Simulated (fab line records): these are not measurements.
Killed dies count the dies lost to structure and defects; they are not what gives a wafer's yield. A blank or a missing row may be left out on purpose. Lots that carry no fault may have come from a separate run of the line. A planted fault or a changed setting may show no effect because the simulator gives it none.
fab line records	flow gf180mcu
[record] lots = 13	wafers = 39	last_day = 34
route steps=602 shown VT_IMPLANT@120 M1@317 V4@497
lots that met no fault: taken from a fault-free run of the same line
start_h: hours from the record's first day to the start of the lot's first wafer shown	wait_h: how many hours have passed since the lot's step before this one	" the same as in the row above	L1.1+2: a single row standing in for several wafers	- no value present, or no start provided	* or withheld: withheld	< > ~ a bound
route shown NAME@n: a module of which the file shows steps, and the number in the route of the first	usual: mean/standard deviation of fault-free wafers	same: alike in all rows	chamber/n: place in a boat	sites: per-site readings	_std_site: their standard deviation	_edge_site: mean of outer sites minus mean of inner sites	radius_mm: for every site, how far away it sits from the centre of the wafer	mask NAME#n: copy n	behind: the most recent tool/chamber to have shaped the wafer	hold: the reason the lot was held/the length of the hold in hours/how it ended	device: transistor that didn't switch, given as n, p or np	end of line: the route-end tests of the same wafers	for a step that has no rows: nothing shown but its recipe	killed: the dies lost at the first sort to structure and to defects; this is not the yield of the wafer	map: the dies of a wafer, with x for killed, . for not killed, _ for no die there
set.NAME: the setting that was run; set.NAME@STEP: the one run at that earlier step	model.NAME: the simulator's own value behind a step, which no gauge read
route steps across a sampled set of lots; one table per step, one row per wafer
services: the hour from which a tool's chamber was out of use, counted from the record's first day as start_h (under 0 if before that day), plus the number of hours and why
[[steps]]
[step GF_VT_IMPLANT_IMPLANT_30]
[recipe] species = B	energy_kev = 25	dose_cm2 = 2.534e+12	tilt_deg = 7
lot.wafer	tool	chamber	start_h	wait_h
L293.1+2+6	implanter-03	0	141.20	0.0
L294.3+4+5	implanter-02	0	147.50	0.1
L295.2+3+6	implanter-02	0	153.68	0.0
L296.1+3+6	implanter-03	0	162.60	0.0
L297.1+4+6	implanter-02	0	169.04	0.0
L298.1+3+6	implanter-03	0	175.81	0.0
L299.2+3+6	implanter-03	0	184.48	0.0
L300.1+4+6	implanter-02	0	188.54	0.0
L302.2+4+5	implanter-02	0	197.48	0.0
L306.3+5+6	implanter-02	0	228.26	0.1
L310.2+4+6	implanter-02	0	250.33	0.0
L314.1+3+5	implanter-04	0	277.20	0.0
L315.1+4+5	implanter-04	0	281.76	0.0
[step GF_VT_IMPLANT_TW_MEAS_32]
[usual] VT_IMPLANT_3_TW = 269.3/1.7
lot.wafer	tool	chamber	start_h	wait_h	hold	VT_IMPLANT_3_TW
L293.1	film_metro-04	-	141.45	0.1	-	266.4
L293.2	"	-	"	"	-	269.6
L293.6	"	-	"	"	-	269.1
L294.3	film_metro-03	-	147.72	0.1	-	268.3
L294.4	"	-	"	"	-	266.7
L294.5	"	-	"	"	-	267.8
L295.2	film_metro-01	-	153.91	0.1	-	269.4
L295.3	"	-	"	"	-	269.5
L295.6	"	-	"	"	-	269.2
L296.1	film_metro-03	-	162.85	0.1	-	267.3
L296.3	"	-	"	"	-	267.5
L296.6	"	-	"	"	-	268.0
L297.1	film_metro-01	-	169.29	0.1	-	268.9
L297.4	"	-	"	"	-	267.6
L297.6	"	-	"	"	-	270.6
L298.1	film_metro-04	-	176.06	0.1	-	270.8
L298.3	"	-	"	"	-	271.2
L298.6	"	-	"	"	-	270.9
L299.2	film_metro-03	-	184.72	0.1	-	266.5
L299.3	"	-	"	"	-	266.1
L299.6	"	-	"	"	-	267.0
L300.1	film_metro-01	-	188.79	0.1	-	267.6
L300.4	"	-	"	"	-	269.2
L300.6	"	-	"	"	-	268.4
L302.2	film_metro-04	-	197.72	0.1	-	269.3
L302.4	"	-	"	"	-	268.7
L302.5	"	-	"	"	-	269.3
L306.3	film_metro-04	-	228.48	0.1	-	270.9
L306.5	"	-	"	"	-	272.6
L306.6	"	-	"	"	-	263.7
L310.2	film_metro-04	-	250.56	0.1	await_dispo/0.2h/release	262.4
L310.4	"	-	"	"	await_dispo/0.2h/release	269.9
L310.6	"	-	"	"	await_dispo/0.2h/release	263.1
L310.2	film_metro-04	-	250.79	0.2	-	263.2
L310.4	"	-	"	"	-	270.4
L310.6	"	-	"	"	-	262.5
L314.1	film_metro-03	-	277.45	0.1	-	265.3
L314.3	"	-	"	"	-	266.0
L314.5	"	-	"	"	-	266.5
L315.1	film_metro-01	-	282.01	0.1	-	269.0
L315.4	"	-	"	"	-	270.4
L315.5	"	-	"	"	-	270.5
[step GF_M1_SPUTTER_02]
[recipe] material = AlCu	target_thk_nm = 450	power_w = 10600	time_s = 23.9	chamber_pressure_pa = 0.4
[usual] throttle_valve_pct = 30.0/0.85
lot.wafer	tool	chamber	start_h	wait_h	throttle_valve_pct
L293.1	pvd_sputter-02	-	365.13	0.0	29.5
L293.2	"	-	"	"	29.9
L293.6	"	-	"	"	29.5
L294.3	pvd_sputter-01	-	378.48	0.0	30.2
L294.4	"	-	"	"	29.8
L294.5	"	-	"	"	30.6
L295.2	pvd_sputter-02	-	384.33	0.0	30.0
L295.3	"	-	"	"	28.9
L295.6	"	-	"	"	30.1
L296.1	pvd_sputter-01	-	395.54	0.0	29.4
L296.3	"	-	"	"	30.8
L296.6	"	-	"	"	29.5
L297.1	pvd_sputter-04	-	404.05	0.0	28.5
L297.4	"	-	"	"	29.5
L297.6	"	-	"	"	29.5
L298.1	pvd_sputter-01	-	408.31	0.0	31.0
L298.3	"	-	"	"	29.6
L298.6	"	-	"	"	30.6
L299.2	pvd_sputter-04	-	423.30	0.0	29.6
L299.3	"	-	"	"	31.2
L299.6	"	-	"	"	28.6
L300.1	pvd_sputter-02	-	428.78	0.0	29.5
L300.4	"	-	"	"	29.8
L300.6	"	-	"	"	30.0
L302.2	pvd_sputter-04	-	445.50	0.0	30.3
L302.4	"	-	"	"	31.3
L302.5	"	-	"	"	28.5
L306.3	pvd_sputter-01	-	484.40	0.0	30.3
L306.5	"	-	"	"	30.8
L306.6	"	-	"	"	30.5
L310.2	pvd_sputter-04	-	511.96	0.0	29.1
L310.4	"	-	"	"	30.9
L310.6	"	-	"	"	31.1
L314.1	pvd_sputter-04	-	541.19	0.0	30.4
L314.3	"	-	"	"	29.2
L314.5	"	-	"	"	29.5
L315.1	pvd_sputter-02	-	547.68	0.0	29.6
L315.4	"	-	"	"	29.3
L315.5	"	-	"	"	29.6
[step GF_M1_STRIP_17]
[recipe] chemistry = O2/N2	power_w = 1400	pressure_mtorr = 1500	platen_temp_c = 250	o2_flow_sccm = 3000	n2_flow_sccm = 300	overash_fraction = 0.5
[usual] drypump_motor_current_A = 5.9/0.33	heater_power_w = 313/25	o2_flow_sccm = 3000/9.7	oes_product_au = 0.538/0.0051	strip_time_to_endpoint_s = 7.40/0.067
lot.wafer	tool	chamber	start_h	wait_h	drypump_motor_current_A	heater_power_w	o2_flow_sccm	oes_product_au	rf_hours_counter_h	strip_time_to_endpoint_s
L293.1	plasma_asher-03	1	388.14	0.1	5.9	295	3020	0.529	28	7.44
L293.2	"	0	"	"	5.8	279	2989	0.548	28	7.51
L293.6	"	0	"	"	5.8	283	3002	0.540	-	7.41
L294.3	plasma_asher-02	0	401.88	0.1	6.5	338	2996	0.530	-	7.42
L294.4	"	1	"	"	5.7	308	3002	0.536	-	7.27
L294.5	"	0	"	"	6.4	334	2984	0.535	-	7.37
L295.2	plasma_asher-04	0	407.50	0.1	6.1	341	3011	0.545	78	7.46
L295.3	"	1	"	"	5.5	290	2991	0.539	-	7.43
L295.6	"	1	"	"	5.5	287	3003	0.538	-	7.34
L296.1	plasma_asher-02	0	418.92	0.2	6.4	333	2996	0.542	63	7.43
L296.3	"	0	"	"	6.5	333	3000	0.542	-	7.45
L296.6	"	0	"	"	6.4	332	3007	0.532	-	7.41
L297.1	plasma_asher-02	1	428.01	0.1	5.7	314	3011	0.539	64	7.45
L297.4	"	1	"	"	5.7	310	3016	0.540	-	7.45
L297.6	"	0	"	"	6.4	329	2999	0.546	-	7.44
L298.1	plasma_asher-04	1	432.74	0.1	5.5	284	2989	0.540	0	7.36
L298.3	"	1	"	"	5.5	286	3004	0.533	-	7.40
L298.6	"	1	"	"	5.5	277	3017	0.540	-	7.47
L299.2	plasma_asher-04	0	448.20	0.1	6.1	347	2994	0.531	2	7.31
L299.3	"	0	"	"	6.1	348	2994	0.536	-	7.32
L299.6	"	1	"	"	5.5	283	2998	0.546	-	7.39
L300.1	plasma_asher-03	1	452.94	0.1	5.9	293	2996	0.530	36	7.35
L300.4	"	0	"	"	5.8	284	3003	0.535	-	7.45
L300.6	"	0	"	"	5.8	283	2996	0.550	-	7.47
L302.2	plasma_asher-02	0	469.85	0.1	6.5	322	3008	0.538	69	7.38
L302.4	"	1	"	"	5.8	320	2989	0.544	-	7.32
L302.5	"	0	"	"	6.4	323	3021	0.534	-	7.39
L306.3	plasma_asher-04	1	508.72	0.1	5.5	283	3003	0.536	-	7.40
L306.5	"	1	"	"	5.5	284	2999	0.537	-	7.37
L306.6	"	0	"	"	6.1	347	2994	0.544	-	7.41
L310.2	plasma_asher-02	0	535.45	0.1	6.4	344	3007	0.543	77	7.50
L310.4	"	0	"	"	6.4	329	3004	0.543	-	7.33
L310.6	"	1	"	"	5.7	311	3001	0.544	-	7.50
L314.1	plasma_asher-03	1	563.64	0.1	5.8	287	3013	0.541	45	7.34
L314.3	"	0	"	"	5.7	281	2994	0.535	-	7.34
L314.5	"	1	"	"	5.9	299	3011	0.533	-	7.37
L315.1	plasma_asher-04	1	570.05	0.1	5.5	280	2987	0.546	15	7.44
L315.4	"	1	"	"	5.5	285	2999	0.537	-	7.36
L315.5	"	0	"	"	6.1	345	2996	0.537	-	7.34
[step GF_V4_SPUTTER_21]
[recipe] material = Ti	target_thk_nm = 15	chamber_pressure_pa = 5	power_w = 2500	substrate_temp_c = 200	time_s = 80.02
[usual] throttle_valve_pct = 29.9/0.95
lot.wafer	tool	chamber	start_h	wait_h	throttle_valve_pct
L293.1	pvd_sputter-03	-	563.10	0.0	29.4
L293.2	"	-	"	"	30.5
L293.6	"	-	"	"	29.3
L294.3	pvd_sputter-01	-	576.62	0.0	30.6
L294.4	"	-	"	"	29.7
L294.5	"	-	"	"	29.4
L295.2	pvd_sputter-01	-	581.88	0.0	30.5
L295.3	"	-	"	"	30.7
L295.6	"	-	"	"	29.7
L296.1	pvd_sputter-04	-	593.43	0.0	28.6
L296.3	"	-	"	"	31.1
L296.6	"	-	"	"	30.4
L297.1	pvd_sputter-04	-	600.92	0.0	29.4
L297.4	"	-	"	"	28.5
L297.6	"	-	"	"	28.6
L298.1	pvd_sputter-04	-	606.37	0.0	28.5
L298.3	"	-	"	"	29.4
L298.6	"	-	"	"	28.8
L299.2	pvd_sputter-04	-	617.78	0.0	28.5
L299.3	"	-	"	"	30.8
L299.6	"	-	"	"	29.4
L300.1	pvd_sputter-01	-	623.28	0.0	30.6
L300.4	"	-	"	"	29.7
L300.6	"	-	"	"	30.6
L302.2	pvd_sputter-04	-	636.77	0.0	30.3
L302.4	"	-	"	"	28.6
L302.5	"	-	"	"	29.4
L306.3	pvd_sputter-01	-	669.86	0.0	30.8
L306.5	"	-	"	"	30.8
L306.6	"	-	"	"	29.5
L310.2	pvd_sputter-04	-	690.89	0.0	28.6
L310.4	"	-	"	"	30.4
L310.6	"	-	"	"	30.3
L314.1	pvd_sputter-04	-	715.86	0.0	31.3
L314.3	"	-	"	"	28.5
L314.5	"	-	"	"	28.6
L315.1	pvd_sputter-04	-	721.18	0.0	31.1
L315.4	"	-	"	"	30.4
L315.5	"	-	"	"	30.4
[[services]]
tool	chamber	start_h	hours	kind
plasma_asher-02	-	143.15	1.8	repair
pvd_sputter-04	-	145.95	2.4	repair
implanter-02	-	147.76	2.5	pm
implanter-02	-	163.46	3.8	pm
plasma_asher-04	-	235.90	2.0	repair
implanter-03	-	325.88	4.0	pm
plasma_asher-04	-	332.35	0.9	repair
pvd_sputter-04	-	343.37	3.7	repair
implanter-02	-	357.33	1.2	repair
implanter-03	-	414.08	5.7	repair
plasma_asher-04	-	421.25	9.0	pm
plasma_asher-02	-	461.29	2.0	repair
pvd_sputter-01	-	488.02	1.3	repair
pvd_sputter-04	-	507.69	3.8	repair
plasma_asher-02	-	563.00	0.8	repair
plasma_asher-02	-	584.16	2.3	repair
plasma_asher-02	-	590.12	6.2	repair
pvd_sputter-01	-	605.51	0.9	repair
pvd_sputter-02	-	627.58	1.6	repair
plasma_asher-02	-	636.88	2.8	pm
implanter-02	-	652.46	3.6	pm
plasma_asher-02	-	665.79	4.1	repair
implanter-03	-	685.11	8.8	repair
implanter-02	-	705.42	3.9	repair
[[key]]
[first_sign] step = GF_VT_IMPLANT_TW_MEAS_32	reading = visit	direction = added
[effect] step = GF_VT_IMPLANT_TW_MEAS_32	reading = VT_IMPLANT_3_TW	direction = down	sigmas = 3.6	usual = 269.3	struck = 263.1
met_at GF_VT_IMPLANT_IMPLANT_30
struck_lots L306,L310
struck_wafers L306.6,L310.2,L310.6
tester_left_out L306,L310
not_acting_at GF_M1_SPUTTER_02,GF_M1_STRIP_17,GF_V4_SPUTTER_21
onset_between 197.48 228.26
[fault] kind = process_parameter_drift	tool = implanter-02	chamber = -	onset_h = 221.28	steps = GF_VT_IMPLANT_IMPLANT_30	channel = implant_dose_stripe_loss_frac	offset = 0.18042	shape = step	end_h = 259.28	scope = struck_wafers_only
// tester_left_out: of these lots the tester's yield and bins aren't shown, on N5 and GAA mostly nor the transistor test; their killed dies are dies lost to structure and defects alone, not to doping, threshold or leakage, so they don't give the yield
